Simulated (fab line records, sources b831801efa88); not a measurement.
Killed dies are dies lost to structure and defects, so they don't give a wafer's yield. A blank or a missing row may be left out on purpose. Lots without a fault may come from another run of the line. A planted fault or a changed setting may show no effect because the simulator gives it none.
Which tool did it? | flow gf180mcu | 11 lots, 33 wafers sampled, at 5 steps of a route of 602

WHAT THE GAUGES READ, wafer by wafer
GF_HV_LDD_TW_MEAS_23.
lot  | measured     | on            | HV_LDD_2_TW
L824 | day 11 02:02 | film_metro-01 | 1073 1073 1074
L825 | day 11 11:25 | film_metro-04 | 1049 1051 1054
L830 | day 12 19:40 | film_metro-02 | 1042 1043 1040
L831 | day 12 22:29 | film_metro-01 | 1075 1076 1080
L832 | day 13 03:37 | film_metro-02 | 1038 1029 1033
L835 | day 14 04:52 | film_metro-04 | 789 789 785
L836 | day 14 11:38 | film_metro-02 | 1046 1048 1052
L839 | day 15 17:40 | film_metro-04 | 1058 1055 1062
L844 | day 17 06:16 | film_metro-02 | 1043 1038 1044
L845 | day 17 07:37 | film_metro-01 | 1073 1075 1081
L846 | day 18 00:59 | film_metro-02 | 1037 1037 1041

WHICH TOOL RAN EACH LOT (tool, then ch and the chambers of the sampled wafers, then the start)
lot  | GF_STI_ETCH_14                  | GF_STI_STRIP_15                     | GF_HV_LDD_STRIP_10                   | GF_HV_LDD_STRIP_22
L824 | rie_si-01 ch 0,1,3, day 2 01:13 | plasma_asher-01 ch 0,1, day 2 01:17 | plasma_asher-03 ch 0,1, day 10 07:25 | plasma_asher-04 ch 0,1, day 11 01:55
L825 | rie_si-02 ch 0,1,3, day 2 06:25 | plasma_asher-02 ch 0,1, day 2 06:30 | plasma_asher-04 ch 0,1, day 10 16:28 | plasma_asher-04 ch 0,1, day 11 11:19
L830 | rie_si-01 ch 0,2, day 3 09:19   | plasma_asher-02 ch 0,1, day 3 09:23 | plasma_asher-03 ch 0,1, day 11 23:11 | plasma_asher-04 ch 0,1, day 12 19:34
L831 | rie_si-02 ch 0,2,3, day 3 13:16 | plasma_asher-04 ch 0,1, day 3 13:23 | plasma_asher-03 ch 0,1, day 12 02:24 | plasma_asher-04 ch 0,1, day 12 22:24
L832 | rie_si-01 ch 0,2, day 3 18:52   | plasma_asher-02 ch 0,1, day 3 18:56 | plasma_asher-03 ch 0, day 12 07:13   | plasma_asher-04 ch 0,1, day 13 03:31
L835 | rie_si-02 ch 0,2,3, day 4 10:16 | plasma_asher-02 ch 0,1, day 4 10:20 | plasma_asher-03 ch 0,1, day 13 08:28 | plasma_asher-04 ch 0,1, day 14 04:46
L836 | rie_si-01 ch 1,3, day 4 15:13   | plasma_asher-04 ch 0,1, day 4 15:17 | plasma_asher-01 ch 1, day 13 14:55   | plasma_asher-03 ch 0,1, day 14 11:31
L839 | rie_si-02 ch 0,1, day 5 06:28   | plasma_asher-02 ch 0, day 5 06:32   | plasma_asher-01 ch 0,1, day 14 19:55 | plasma_asher-04 ch 0,1, day 15 17:34
L844 | rie_si-02 ch 0,1,2, day 6 08:19 | plasma_asher-01 ch 0,1, day 6 08:23 | plasma_asher-03 ch 0,1, day 16 06:28 | plasma_asher-04 ch 0,1, day 17 06:10
L845 | rie_si-01 ch 1,2, day 6 13:46   | plasma_asher-01 ch 0, day 6 13:50   | plasma_asher-04 ch 0,1, day 16 08:43 | plasma_asher-04 ch 0,1, day 17 07:31
L846 | rie_si-01 ch 1,2,3, day 6 21:37 | plasma_asher-01 ch 0,1, day 6 21:41 | plasma_asher-03 ch 0,1, day 17 01:50 | plasma_asher-01 ch 0,1, day 18 00:53
- GF_STI_ETCH_14: etches Si in HBr/Cl2/O2, target depth 360 nm, time 102.9 s.
- GF_STI_STRIP_15: strips in O2/N2.
- GF_HV_LDD_STRIP_10: strips in O2/N2.
- GF_HV_LDD_STRIP_22: strips in O2/N2.

WHAT THE TOOLS THEMSELVES READ (means of the sampled wafers that have a number; where no wafer has one, the mark that the record gives instead)
GF_STI_ETCH_14.
lot  | tool      | O2_flow_sccm (sccm) | drypump_motor_current_A (A) | he_backside_leak_sccm (sccm) | oes_product_au (a.u.) | throttle_valve_pct (%)
L824 | rie_si-01 | 6.016               | 5.7                         | 2.74                         | 0.995                 | 25.658
L825 | rie_si-02 | 6.012               | 5.5                         | 2.74                         | 1.001                 | 25.651
L830 | rie_si-01 | 6.026               | 5.9                         | 2.68                         | 0.995                 | 25.664
L831 | rie_si-02 | 5.997               | 5.5                         | 2.88                         | 0.996                 | 25.666
L832 | rie_si-01 | 6.019               | 5.9                         | 2.67                         | 0.989                 | 25.662
L835 | rie_si-02 | 6.022               | 5.5                         | 2.81                         | 0.988                 | 25.657
L836 | rie_si-01 | 6.004               | 5.5                         | 2.79                         | 1.000                 | 25.651
L839 | rie_si-02 | 5.998               | 5.7                         | 2.60                         | 0.983                 | 25.670
L844 | rie_si-02 | 5.995               | 5.7                         | 2.80                         | 0.989                 | 25.663
L845 | rie_si-01 | 6.003               | 6.5                         | 3.07                         | 1.003                 | 25.655
L846 | rie_si-01 | 5.998               | 6.0                         | 2.92                         | 1.000                 | 25.655

GF_STI_STRIP_15.
lot  | tool            | drypump_motor_current_A (A) | heater_power_w (W) | oes_product_au (a.u.) | strip_time_to_endpoint_s (s)
L824 | plasma_asher-01 | 6.1                         | 348                | 0.383                 | 3.73
L825 | plasma_asher-02 | 6.2                         | 307                | 0.378                 | 3.68
L830 | plasma_asher-02 | 6.2                         | 314                | 0.384                 | 3.75
L831 | plasma_asher-04 | 6.2                         | 331                | 0.385                 | 3.71
L832 | plasma_asher-02 | 6.1                         | 310                | 0.384                 | 3.75
L835 | plasma_asher-02 | 5.9                         | 299                | 0.382                 | 3.75
L836 | plasma_asher-04 | 6.1                         | 332                | 0.383                 | 3.70
L839 | plasma_asher-02 | 5.6                         | 300                | 0.387                 | 3.75
L844 | plasma_asher-01 | 5.5                         | 331                | 0.386                 | 3.74
L845 | plasma_asher-01 | 6.7                         | 370                | 0.387                 | 3.70
L846 | plasma_asher-01 | 5.6                         | 327                | 0.377                 | 3.65

GF_HV_LDD_STRIP_10.
lot  | tool            | drypump_motor_current_A (A) | heater_power_w (W) | oes_product_au (a.u.) | strip_time_to_endpoint_s (s)
L824 | plasma_asher-03 | 5.4                         | 339                | 0.719                 | 12.62
L825 | plasma_asher-04 | 5.5                         | 326                | 0.718                 | 12.68
L830 | plasma_asher-03 | 5.6                         | 329                | 0.719                 | 12.63
L831 | plasma_asher-03 | 5.6                         | 324                | 0.716                 | 12.68
L832 | plasma_asher-03 | 5.2                         | 347                | 0.713                 | 12.64
L835 | plasma_asher-03 | 5.6                         | 333                | 0.962                 | -
L836 | plasma_asher-01 | 5.0                         | 309                | 0.711                 | 12.65
L839 | plasma_asher-01 | 6.1                         | 350                | 0.715                 | 12.61
L844 | plasma_asher-03 | 5.4                         | 343                | 0.717                 | 12.67
L845 | plasma_asher-04 | 6.1                         | 336                | 0.716                 | 12.65
L846 | plasma_asher-03 | 5.4                         | 343                | 0.713                 | 12.65

GF_HV_LDD_STRIP_22.
lot  | tool            | drypump_motor_current_A (A) | heater_power_w (W) | oes_product_au (a.u.) | strip_time_to_endpoint_s (s)
L824 | plasma_asher-04 | 6.1                         | 340                | 0.720                 | 12.61
L825 | plasma_asher-04 | 6.1                         | 331                | 0.713                 | 12.59
L830 | plasma_asher-04 | 5.6                         | 324                | 0.714                 | 12.63
L831 | plasma_asher-04 | 6.1                         | 329                | 0.715                 | 12.61
L832 | plasma_asher-04 | 6.1                         | 333                | 0.714                 | 12.64
L835 | plasma_asher-04 | 6.1                         | 337                | 0.713                 | 13.14
L836 | plasma_asher-03 | 5.6                         | 328                | 0.717                 | 12.64
L839 | plasma_asher-04 | 5.5                         | 325                | 0.718                 | 12.63
L844 | plasma_asher-04 | 5.6                         | 323                | 0.717                 | 12.59
L845 | plasma_asher-04 | 6.1                         | 337                | 0.718                 | 12.65
L846 | plasma_asher-01 | 5.6                         | 325                | 0.718                 | 12.65

THE ANSWER, worked out from the rows above alone
Rule: what is usual is taken from the lots themselves. Put in order of their means at a reading, lots are off if they are a third of the lots or fewer, leave a main group of 4 or more, and stand apart from it by a gap of 3 or more times the standard deviation of the main group's means; of several such gaps the widest counts. A main group whose means are all the same, to the digits that the tables above print for the reading, isn't used. A lot without any number at a reading at which 4 lots or more have one is off too. The other lots that the step has rows for count as sound. The gauges are gone through in route order, then the tools' own readings, and for those a lot's mean is taken as printed above. The first step at which some lot is off is used, and at that step the reading that is off furthest; a lot without a number counts as furthest.
Off: L835, at GF_HV_LDD_TW_MEAS_23 (HV_LDD_2_TW). The main group: mean 1054, standard deviation 16.
A tool fits if, at a process step before that reading, it ran every lot that is off, and no sound lot after the first of them. The gauges at GF_HV_LDD_TW_MEAS_23 aren't tried: what is off there is off at GF_HV_LDD_STRIP_10 too, on other tools, and a gauge's error can't cause that. None of those tried fits.

WHAT THE SIMULATOR HAD PUT IN
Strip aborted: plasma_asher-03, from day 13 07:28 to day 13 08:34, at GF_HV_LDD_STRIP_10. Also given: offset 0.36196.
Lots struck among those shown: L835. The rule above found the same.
